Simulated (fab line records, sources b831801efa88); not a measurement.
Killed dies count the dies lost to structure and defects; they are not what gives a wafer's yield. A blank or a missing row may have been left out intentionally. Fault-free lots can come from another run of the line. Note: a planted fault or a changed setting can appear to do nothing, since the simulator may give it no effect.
Which tool was responsible?    flow gf180mcu    15 lots with 45 wafers sampled at 3 steps, on a route of 602 steps

## WHAT THE GAUGES SHOWED, per wafer
GF_DUAL_GATE_THK_MEAS_03. Usual: DUAL_GATE_OXIDATION_00_THK typically reads 10.82 nm, with standard deviation 0.25.
lot   measured      on             DUAL_GATE_OXIDATION_00_THK (nm)  flag
L600  day 7 15:28   film-metro-03  10.76 10.88 10.84                
L601  day 7 21:32   film-metro-04  10.83 10.87 10.60                
L602  day 8 03:13   film-metro-03  10.55 10.45 10.50                
L603  day 8 13:53   film-metro-02  10.85 10.88 10.86                
L604  day 8 21:11   film-metro-02  11.10 10.98 11.29                
L605  day 9 07:20   film-metro-03  10.80 10.84 10.59                
L607  day 9 20:58   film-metro-02  10.93 11.02 10.92                
L608  day 9 23:20   film-metro-04  10.80 10.84 10.91                
L610  day 10 20:47  film-metro-03  10.50 10.62 10.52                
L611  day 11 01:00  film-metro-03  10.20 10.33 10.26                
L612  day 11 09:31  film-metro-03  10.57 10.69 10.54                
L613  day 11 13:46  film-metro-04  10.96 10.71 10.61                
L621  day 13 22:20  film-metro-02  10.76 10.59 10.57                
L622  day 14 03:56  film-metro-04  11.08 10.97 11.03                
L623  day 14 13:20  film-metro-04  10.81 10.73 10.62                

GF_DUAL_GATE_OVL_MEAS_11. Usual: DUAL_GATE_OVL typically reads 1.2 nm, with standard deviation 1.3.
lot   measured      on          DUAL_GATE_OVL (nm)  flag
L600  day 8 08:37   overlay-01  3.4 1.8 2.4         
L601  day 8 15:06   overlay-02  2.0 -0.4 2.1        
L602  day 8 20:25   overlay-02  1.7 2.4 2.1         
L603  day 9 07:55   overlay-01  1.6 3.0 2.6         
L604  day 9 15:32   overlay-02  0.8 1.0 0.8         
L605  day 10 01:40  overlay-01  1.7 0.9 0.6         
L607  day 10 16:10  overlay-02  1.0 1.7 0.0         
L608  day 10 18:45  overlay-02  0.1 -0.1 0.8        
L610  day 11 15:33  overlay-01  1.8 3.1 2.7         
L611  day 11 19:59  overlay-01  2.0 1.8 3.1         
L612  day 12 04:27  overlay-01  -0.3 -1.4 1.2       
L613  day 12 09:18  overlay-01  2.5 -0.4 1.2        
L621  day 14 19:35  overlay-02  -0.6 -2.4 -0.8      
L622  day 15 01:16  overlay-01  1.5 4.5 1.9         
L623  day 15 10:40  overlay-02  0.0 0.2 -0.6        

## WHICH TOOL RAN EACH LOT (tool, then ch and the chambers of the sampled wafers, then the start)
lot   GF_VT_IMPLANT_STRIP_31
L600  plasma-asher-04 ch 1, day 6 20:20
L601  plasma-asher-02 ch 0,1, day 7 02:17
L602  plasma-asher-04 ch 0,1, day 7 08:20
L603  plasma-asher-04 ch 0, day 7 18:30
L604  plasma-asher-01 ch 0,1, day 8 01:08
L605  plasma-asher-01 ch 0,1, day 8 10:39
L607  plasma-asher-01 ch 0,1, day 8 22:47
L608  plasma-asher-04 ch 0,1, day 9 02:32
L610  plasma-asher-01 ch 0,1, day 9 19:02
L611  plasma-asher-01 ch 0,1, day 9 23:59
L612  plasma-asher-02 ch 0, day 10 08:02
L613  plasma-asher-04 ch 0,1, day 10 12:35
L621  plasma-asher-01 ch 0, day 12 23:51
L622  plasma-asher-01 ch 0,1, day 13 03:54
L623  plasma-asher-02 ch 0,1, day 13 13:35
- GF_VT_IMPLANT_STRIP_31: strips in O2/N2.

## AS READ BY THE TOOLS THEMSELVES (means over the sampled wafers that have a number; for cases with no such wafer, the mark the record gives instead)
GF_VT_IMPLANT_STRIP_31. Usual: chamber-pressure-mTorr 1500.1 mTorr, standard deviation 1.4; drypump-motor-current-A 5.6 A, standard deviation 0.44; heater-power-w 344 W, standard deviation 44; oes-product-au 0.716 a.u., standard deviation 0.0047; strip-time-to-endpoint-s 12.63 s, standard deviation 0.036.
lot   tool             chamber-pressure-mTorr (mTorr)  drypump-motor-current-A (A)  heater-power-w (W)  oes-product-au (a.u.)  strip-time-to-endpoint-s (s)  flag
L600  plasma-asher-04  1500.2                          5.9                          306                 0.716                  12.61                         
L601  plasma-asher-02  1501.3                          6.0                          340                 0.715                  12.62                         
L602  plasma-asher-04  1500.0                          5.6                          326                 0.712                  12.61                         
L603  plasma-asher-04  1500.2                          4.9                          391                 0.715                  12.62                         
L604  plasma-asher-01  1499.3                          5.4                          328                 0.716                  12.61                         
L605  plasma-asher-01  1498.5                          5.5                          332                 0.720                  12.65                         
L607  plasma-asher-01  1501.5                          5.5                          330                 0.718                  12.61                         
L608  plasma-asher-04  1500.0                          5.6                          325                 0.719                  12.62                         
L610  plasma-asher-01  1500.6                          5.4                          325                 0.713                  12.64                         
L611  plasma-asher-01  1499.3                          5.5                          335                 0.716                  12.56                         
L612  plasma-asher-02  1499.3                          5.7                          429                 0.713                  12.63                         
L613  plasma-asher-04  1500.9                          5.2                          359                 0.713                  12.62                         
L621  plasma-asher-01  1500.5                          5.2                          319                 0.719                  12.64                         
L622  plasma-asher-01  1500.9                          5.5                          330                 0.721                  12.63                         
L623  plasma-asher-02  1501.4                          5.9                          383                 0.717                  12.64                         

## THE ANSWER, worked out from the rows above alone
Rule: lot off if the mean of its wafers having a number is beyond 3 standard deviations from the usual mean. A lot without any number at a reading at which 4 lots or more have one is off too. The other lots that the step has rows for count as sound. Order of review: gauges by route order, followed by the tools' own readings, for which a lot's mean as printed above is used. At the first step where some lot is off, the reading lying furthest off is the one used; lots without a number count as furthest.
Nothing can be told from this: no lot is off at any reading shown.

## WHAT THE SIMULATOR HAD PUT IN
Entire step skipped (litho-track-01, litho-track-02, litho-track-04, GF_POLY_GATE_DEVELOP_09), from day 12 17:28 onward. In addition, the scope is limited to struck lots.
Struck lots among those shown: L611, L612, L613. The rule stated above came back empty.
